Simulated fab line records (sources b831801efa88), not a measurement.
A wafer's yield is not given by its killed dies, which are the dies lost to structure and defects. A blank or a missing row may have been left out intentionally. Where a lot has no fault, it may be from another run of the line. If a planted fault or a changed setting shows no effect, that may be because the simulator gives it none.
Which tool was responsible? :: flow gf180mcu :: 12 lots, 36 wafers sampled, at 6 steps of a route of 602

## WHAT THE GAUGES SHOWED, per wafer
GF_POLY_GATE_CD_MEAS_10: the cd target is 280 nm. Usual: cd nm at 279.7 nm, with a standard deviation of 1.3.
lot: L816
measured: day 9 15:43
on: cd sem-02
cd nm (nm): 278.7 278.5 279.1
flag: 

lot: L817
measured: day 10 02:55
on: cd sem-02
cd nm (nm): 278.0 277.9 279.1
flag: 

lot: L818
measured: day 10 08:14
on: cd sem-02
cd nm (nm): 279.4 280.9 280.6
flag: 

lot: L820
measured: day 10 23:33
on: cd sem-02
cd nm (nm): 279.4 279.1 279.8
flag: 

lot: L821
measured: day 11 02:51
on: cd sem-01
cd nm (nm): 278.4 279.4 279.9
flag: 

lot: L822
measured: day 11 09:47
on: cd sem-02
cd nm (nm): 278.7 277.1 277.8
flag: 

lot: L823
measured: day 11 16:01
on: cd sem-02
cd nm (nm): 278.1 278.4 278.8
flag: 

lot: L825
measured: day 12 09:52
on: cd sem-01
cd nm (nm): 280.7 280.0 280.0
flag: 

lot: L828
measured: day 13 08:47
on: cd sem-01
cd nm (nm): 278.9 280.6 278.3
flag: 

lot: L835
measured: day 15 08:50
on: cd sem-02
cd nm (nm): 281.4 281.4 281.2
flag: 

lot: L836
measured: day 16 06:40
on: cd sem-01
cd nm (nm): 279.7 279.9 279.5
flag: 

lot: L837
measured: day 16 09:46
on: cd sem-01
cd nm (nm): 277.7 278.5 278.4
flag: 

GF_HV_LDD_CD_MEAS_31: the cd target is 400 nm. Usual: cd nm at 399.4 nm, with a standard deviation of 2.1.
lot: L816
measured: day 12 01:36
on: cd sem-01
cd nm (nm): 399.0 398.7 399.5
flag: 

lot: L817
measured: day 12 14:44
on: cd sem-01
cd nm (nm): 398.6 399.3 398.6
flag: 

lot: L818
measured: day 12 18:26
on: cd sem-02
cd nm (nm): 398.0 398.1 399.9
flag: 

lot: L820
measured: day 13 12:23
on: cd sem-01
cd nm (nm): 396.0 398.3 398.0
flag: 

lot: L821
measured: day 13 14:35
on: cd sem-02
cd nm (nm): 397.9 399.3 400.1
flag: 

lot: L822
measured: day 13 22:35
on: cd sem-01
cd nm (nm): 401.9 401.4 400.7
flag: 

lot: L823
measured: day 14 05:22
on: cd sem-01
cd nm (nm): 399.1 399.1 398.8
flag: 

lot: L825
measured: day 15 01:01
on: cd sem-01
cd nm (nm): 398.1 401.1 397.7
flag: 

lot: L828
measured: day 16 06:10
on: cd sem-01
cd nm (nm): 400.4 398.0 400.3
flag: 

lot: L835
measured: day 18 07:39
on: cd sem-02
cd nm (nm): 401.9 401.8 400.2
flag: 

lot: L836
measured: day 19 05:34
on: cd sem-02
cd nm (nm): 397.7 397.3 399.6
flag: 

lot: L837
measured: day 19 09:25
on: cd sem-01
cd nm (nm): 398.1 400.3 400.5
flag: 

GF_HV_LDD_TW_MEAS_38. Usual: HV_LDD_3_TW gives 1440 (standard deviation 11).
lot: L816
measured: day 12 02:27
on: film metro-04
HV_LDD_3_TW: 1438 1431 1432
flag: 

lot: L817
measured: day 12 15:36
on: film metro-02
HV_LDD_3_TW: 1430 1432 1424
flag: 

lot: L818
measured: day 12 19:17
on: film metro-01
HV_LDD_3_TW: 1456 1448 1444
flag: 

lot: L820
measured: day 13 13:14
on: film metro-04
HV_LDD_3_TW: 1431 1438 1427
flag: 

lot: L821
measured: day 13 15:26
on: film metro-04
HV_LDD_3_TW: 1428 1431 1431
flag: 

lot: L822
measured: day 13 23:26
on: film metro-04
HV_LDD_3_TW: 1421 1432 1425
flag: 

lot: L823
measured: day 14 06:13
on: film metro-01
HV_LDD_3_TW: 1340 1338 1347
flag: OFF

lot: L825
measured: day 15 01:52
on: film metro-01
HV_LDD_3_TW: 1347 1341 1339
flag: OFF

lot: L828
measured: day 16 07:00
on: film metro-02
HV_LDD_3_TW: 1442 1442 1447
flag: 

lot: L835
measured: day 18 08:30
on: film metro-04
HV_LDD_3_TW: 1430 1431 1434
flag: 

lot: L836
measured: day 19 06:25
on: film metro-02
HV_LDD_3_TW: 1433 1447 1447
flag: 

lot: L837
measured: day 19 10:16
on: film metro-01
HV_LDD_3_TW: 1442 1445 1453
flag: 

GF_HV_LDD_RS_MEAS_53: measures by four-point-probe. Usual: HV_LDD_RS gives 428.6 ohm/sq (standard deviation 0.81).
lot: L816
measured: day 12 22:17
on: film metro-02
HV_LDD_RS (ohm/sq): 428.2 427.6 428.2
flag: 

lot: L817
measured: day 13 12:08
on: film metro-01
HV_LDD_RS (ohm/sq): 429.2 428.4 428.7
flag: 

lot: L818
measured: day 13 15:27
on: film metro-01
HV_LDD_RS (ohm/sq): 428.4 429.3 428.0
flag: 

lot: L820
measured: day 14 09:16
on: film metro-04
HV_LDD_RS (ohm/sq): 429.0 429.3 428.3
flag: 

lot: L821
measured: day 14 11:16
on: film metro-04
HV_LDD_RS (ohm/sq): 428.4 428.3 428.3
flag: 

lot: L822
measured: day 14 20:40
on: film metro-01
HV_LDD_RS (ohm/sq): 429.4 428.7 428.8
flag: 

lot: L823
measured: day 15 03:04
on: film metro-04
HV_LDD_RS (ohm/sq): 450.7 449.5 450.0
flag: OFF

lot: L825
measured: day 15 23:40
on: film metro-01
HV_LDD_RS (ohm/sq): 449.5 447.8 448.1
flag: OFF

lot: L828
measured: day 17 05:17
on: film metro-02
HV_LDD_RS (ohm/sq): 428.7 427.9 428.8
flag: 

lot: L835
measured: day 19 08:01
on: film metro-02
HV_LDD_RS (ohm/sq): 430.7 430.3 429.5
flag: 

lot: L836
measured: day 20 07:21
on: film metro-02
HV_LDD_RS (ohm/sq): 427.7 427.6 429.6
flag: 

lot: L837
measured: day 20 11:22
on: film metro-01
HV_LDD_RS (ohm/sq): 428.5 427.5 429.2
flag: 

## WHICH TOOL RAN EACH LOT (tool, then ch and the chambers of the sampled wafers, then the start)
lot: L816
GF_HV_LDD_IMPLANT_33: implanter-03 ch 0, day 12 01:46
GF_HV_LDD_STRIP_37: plasma asher-02 ch 0,1, day 12 02:20

lot: L817
GF_HV_LDD_IMPLANT_33: implanter-04 ch 0, day 12 14:54
GF_HV_LDD_STRIP_37: plasma asher-02 ch 0,1, day 12 15:30

lot: L818
GF_HV_LDD_IMPLANT_33: implanter-03 ch 0, day 12 18:35
GF_HV_LDD_STRIP_37: plasma asher-03 ch 0,1, day 12 19:11

lot: L820
GF_HV_LDD_IMPLANT_33: implanter-04 ch 0, day 13 12:33
GF_HV_LDD_STRIP_37: plasma asher-03 ch 0,1, day 13 13:07

lot: L821
GF_HV_LDD_IMPLANT_33: implanter-04 ch 0, day 13 14:44
GF_HV_LDD_STRIP_37: plasma asher-03 ch 0,1, day 13 15:20

lot: L822
GF_HV_LDD_IMPLANT_33: implanter-02 ch 0, day 13 22:44
GF_HV_LDD_STRIP_37: plasma asher-01 ch 0,1, day 13 23:20

lot: L823
GF_HV_LDD_IMPLANT_33: implanter-04 ch 0, day 14 05:31
GF_HV_LDD_STRIP_37: plasma asher-01 ch 0,1, day 14 06:07

lot: L825
GF_HV_LDD_IMPLANT_33: implanter-04 ch 0, day 15 01:10
GF_HV_LDD_STRIP_37: plasma asher-02 ch 0,1, day 15 01:46

lot: L828
GF_HV_LDD_IMPLANT_33: implanter-02 ch 0, day 16 06:20
GF_HV_LDD_STRIP_37: plasma asher-03 ch 0,1, day 16 06:55

lot: L835
GF_HV_LDD_IMPLANT_33: implanter-04 ch 0, day 18 07:49
GF_HV_LDD_STRIP_37: plasma asher-02 ch 0, day 18 08:23

lot: L836
GF_HV_LDD_IMPLANT_33: implanter-04 ch 0, day 19 05:43
GF_HV_LDD_STRIP_37: plasma asher-02 ch 0, day 19 06:19

lot: L837
GF_HV_LDD_IMPLANT_33: implanter-04 ch 0, day 19 09:34
GF_HV_LDD_STRIP_37: plasma asher-01 ch 0,1, day 19 10:10
- GF_HV_LDD_IMPLANT_33
- GF_HV_LDD_STRIP_37: strips in O2/N2.

## WHAT THE TOOLS THEMSELVES READ (means of the sampled wafers that have a number; where no wafer has one, the mark that the record gives instead)
GF_HV_LDD_IMPLANT_33. Usual: dose ions cm2 7.5e+12, standard deviation 9.1e+09; faraday current uA 42.2, standard deviation 0.86; rotation deg 0.002 degrees, standard deviation 0.018.
lot: L816
tool: implanter-03
dose ions cm2: 7.5e+12
faraday current uA: 42.4
rotation deg (degrees): -0.010
flag: 

lot: L817
tool: implanter-04
dose ions cm2: 7.5e+12
faraday current uA: 41.5
rotation deg (degrees): -0.004
flag: 

lot: L818
tool: implanter-03
dose ions cm2: 7.5e+12
faraday current uA: 41.6
rotation deg (degrees): 0.027
flag: 

lot: L820
tool: implanter-04
dose ions cm2: 7.5e+12
faraday current uA: 43.1
rotation deg (degrees): -0.015
flag: 

lot: L821
tool: implanter-04
dose ions cm2: 7.5e+12
faraday current uA: 42.9
rotation deg (degrees): 0.016
flag: 

lot: L822
tool: implanter-02
dose ions cm2: 7.5e+12
faraday current uA: 42.4
rotation deg (degrees): -0.006
flag: 

lot: L823
tool: implanter-04
dose ions cm2: 7.6e+11
faraday current uA: 4.3
rotation deg (degrees): -0.011
flag: OFF

lot: L825
tool: implanter-04
dose ions cm2: 7.6e+11
faraday current uA: 4.2
rotation deg (degrees): 0.016
flag: OFF

lot: L828
tool: implanter-02
dose ions cm2: 7.5e+12
faraday current uA: 42.6
rotation deg (degrees): 0.018
flag: 

lot: L835
tool: implanter-04
dose ions cm2: 7.5e+12
faraday current uA: 42.2
rotation deg (degrees): 0.006
flag: 

lot: L836
tool: implanter-04
dose ions cm2: 7.5e+12
faraday current uA: 43.6
rotation deg (degrees): -0.034
flag: 

lot: L837
tool: implanter-04
dose ions cm2: 7.5e+12
faraday current uA: 42.5
rotation deg (degrees): 0.003
flag: 

GF_HV_LDD_STRIP_37. Usual: chamber pressure mTorr 1500.0 mTorr, standard deviation 1.3; drypump motor current A 5.73 A, standard deviation 0.11; heater power w 341 W, standard deviation 38; oes product au 0.715 a.u., standard deviation 0.0047; strip time to endpoint s 12.66 s, standard deviation 0.033.
lot: L816
tool: plasma asher-02
chamber pressure mTorr (mTorr): 1500.7
drypump motor current A (A): 5.71
heater power w (W): 353
oes product au (a.u.): 0.712
strip time to endpoint s (s): 12.69
flag: 

lot: L817
tool: plasma asher-02
chamber pressure mTorr (mTorr): 1500.1
drypump motor current A (A): 5.74
heater power w (W): 352
oes product au (a.u.): 0.711
strip time to endpoint s (s): 12.63
flag: 

lot: L818
tool: plasma asher-03
chamber pressure mTorr (mTorr): 1499.5
drypump motor current A (A): 5.66
heater power w (W): 370
oes product au (a.u.): 0.719
strip time to endpoint s (s): 12.67
flag: 

lot: L820
tool: plasma asher-03
chamber pressure mTorr (mTorr): 1498.8
drypump motor current A (A): 5.68
heater power w (W): 372
oes product au (a.u.): 0.718
strip time to endpoint s (s): 12.66
flag: 

lot: L821
tool: plasma asher-03
chamber pressure mTorr (mTorr): 1499.8
drypump motor current A (A): 5.66
heater power w (W): 368
oes product au (a.u.): 0.716
strip time to endpoint s (s): 12.63
flag: 

lot: L822
tool: plasma asher-01
chamber pressure mTorr (mTorr): 1500.4
drypump motor current A (A): 5.85
heater power w (W): 304
oes product au (a.u.): 0.716
strip time to endpoint s (s): 12.71
flag: 

lot: L823
tool: plasma asher-01
chamber pressure mTorr (mTorr): 1499.8
drypump motor current A (A): 5.79
heater power w (W): 330
oes product au (a.u.): 0.717
strip time to endpoint s (s): 12.64
flag: 

lot: L825
tool: plasma asher-02
chamber pressure mTorr (mTorr): 1501.3
drypump motor current A (A): 5.61
heater power w (W): 330
oes product au (a.u.): 0.713
strip time to endpoint s (s): 12.64
flag: 

lot: L828
tool: plasma asher-03
chamber pressure mTorr (mTorr): 1499.6
drypump motor current A (A): 5.69
heater power w (W): 367
oes product au (a.u.): 0.718
strip time to endpoint s (s): 12.64
flag: 

lot: L835
tool: plasma asher-02
chamber pressure mTorr (mTorr): 1498.2
drypump motor current A (A): 5.55
heater power w (W): 297
oes product au (a.u.): 0.718
strip time to endpoint s (s): 12.71
flag: 

lot: L836
tool: plasma asher-02
chamber pressure mTorr (mTorr): 1500.2
drypump motor current A (A): 5.53
heater power w (W): 305
oes product au (a.u.): 0.724
strip time to endpoint s (s): 12.64
flag: 

lot: L837
tool: plasma asher-01
chamber pressure mTorr (mTorr): 1501.4
drypump motor current A (A): 5.81
heater power w (W): 304
oes product au (a.u.): 0.714
strip time to endpoint s (s): 12.65
flag: 

## THE ANSWER, worked out from the rows above alone
Rule: a lot is off if the mean of its wafers that have a number lies more than 3 standard deviations from the usual mean. Also off: a lot with no number at a reading for which 4 or more lots have one. Where the step has rows for the other lots, those lots are counted as sound. First the gauges in route order, then the tools' own readings, where a lot's mean is used as printed above. The first step at which some lot is off is used, and at that step the reading that is off furthest; a lot without a number counts as furthest.
Off: L823, L825, seen at GF_HV_LDD_TW_MEAS_38 (HV_LDD_3_TW).
A tool fits if, at a process step before that reading, it ran every lot that is off, and no sound lot after the first of them. Not tried: the gauges at GF_HV_LDD_TW_MEAS_38; whatever is off there is also off at GF_HV_LDD_IMPLANT_33, on other tools, and gauge error can't account for it. Not one of the candidates tried fits.

## WHAT THE SIMULATOR HAD INSERTED
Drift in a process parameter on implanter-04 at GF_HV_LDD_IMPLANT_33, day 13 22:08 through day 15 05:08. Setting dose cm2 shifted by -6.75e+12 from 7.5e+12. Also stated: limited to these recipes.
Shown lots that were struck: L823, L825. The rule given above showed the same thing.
